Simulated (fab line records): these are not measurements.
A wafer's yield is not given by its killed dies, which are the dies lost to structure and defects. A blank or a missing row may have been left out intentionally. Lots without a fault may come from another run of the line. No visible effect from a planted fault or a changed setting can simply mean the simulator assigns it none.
Split-lot trial | flow gf180mcu | 5 lots, 23 wafers read, on a route of 602 steps

== THE SPLIT ITSELF ==
At GF_VT_IMPLANT_IMPLANT_41, the setting dose-cm2 was moved away from the recipe's 1.013e+12 on 5 of the 23 wafers read, by -5.7% to +7.3%. For the rest of the wafers, this setting stayed at what the recipe calls for.

== SPLIT TO READING: what lies between them in the file, 1 step ==
- GF_VT_IMPLANT_STRIP_42: strips in O2/N2

== THE READING ==
VT_IMPLANT_4_TW, at GF_VT_IMPLANT_TW_MEAS_43. On this fab line, fault-free wafers typically give 694 with a standard deviation of 3.2.

wafer  | tool, chamber at the split | dose-cm2 as run | against the recipe | VT_IMPLANT_4_TW | against lot-mates on the recipe
L074.1 | implanter-03, 0            | 1.013e+12       | recipe             | 691             | -
L074.2 | implanter-03, 0            | 1.013e+12       | recipe             | 685             | -
L074.3 | implanter-03, 0            | 9.555e+11       | -5.7%              | 681             | -7
L074.4 | implanter-03, 0            | 9.555e+11       | -5.7%              | 681             | -7
L074.5 | implanter-03, 0            | 9.555e+11       | -5.7%              | 678             | -10
L078.1 | implanter-02, 0            | 1.013e+12       | recipe             | 700             | -
L078.3 | implanter-02, 0            | 1.013e+12       | recipe             | 698             | -
L078.4 | implanter-02, 0            | 1.013e+12       | recipe             | 698             | -
L078.5 | implanter-02, 0            | 1.013e+12       | recipe             | 699             | -
L078.6 | implanter-02, 0            | 1.013e+12       | recipe             | 701             | -
L082.1 | implanter-02, 0            | 1.087e+12       | +7.3%              | 714             | +22
L082.3 | implanter-02, 0            | 1.087e+12       | +7.3%              | 706             | +14
L082.4 | implanter-02, 0            | 1.013e+12       | recipe             | 688             | -
L082.5 | implanter-02, 0            | 1.013e+12       | recipe             | 694             | -
L082.6 | implanter-02, 0            | 1.013e+12       | recipe             | 693             | -
L084.1 | implanter-03, 0            | 1.013e+12       | recipe             | 699             | -
L084.3 | implanter-03, 0            | 1.013e+12       | recipe             | 694             | -
L084.4 | implanter-03, 0            | 1.013e+12       | recipe             | 696             | -
L084.5 | implanter-03, 0            | 1.013e+12       | recipe             | 699             | -
L084.6 | implanter-03, 0            | 1.013e+12       | recipe             | 697             | -
L085.3 | implanter-02, 0            | 1.013e+12       | recipe             | 693             | -
L085.5 | implanter-02, 0            | 1.013e+12       | recipe             | 695             | -
L085.6 | implanter-02, 0            | 1.013e+12       | recipe             | 694             | -

THE FIT
A straight line over all 23 wafers: VT_IMPLANT_4_TW changes by +2.33 for each +1% of dose-cm2; r = +0.87; the points scatter about the line by 4.2.
The same after taking each lot's own level away (the mean of its wafers on the recipe; 23 wafers): +2 for each +1%; r = +0.92; scatter 2.7.
According to that fit, moving dose-cm2 by its largest amount changes the reading by 15.
Measured against the standard deviation above, the lots' own levels, which go from 688.0 to 699.2, span 3.5 times it.
In other words, the slope is changed by the lot-to-lot level; the two fits disagree.
Check: +12.1 against its lot-mates is what the line predicts for one of the wafers moved furthest among these (+7.3%) when that wafer is left out of the fit. It came out at +22.3 against them.

== THE FILE'S OWN FIT ==
VT_IMPLANT_4_TW changes by +2.03 for each +1% of dose-cm2, r = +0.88.
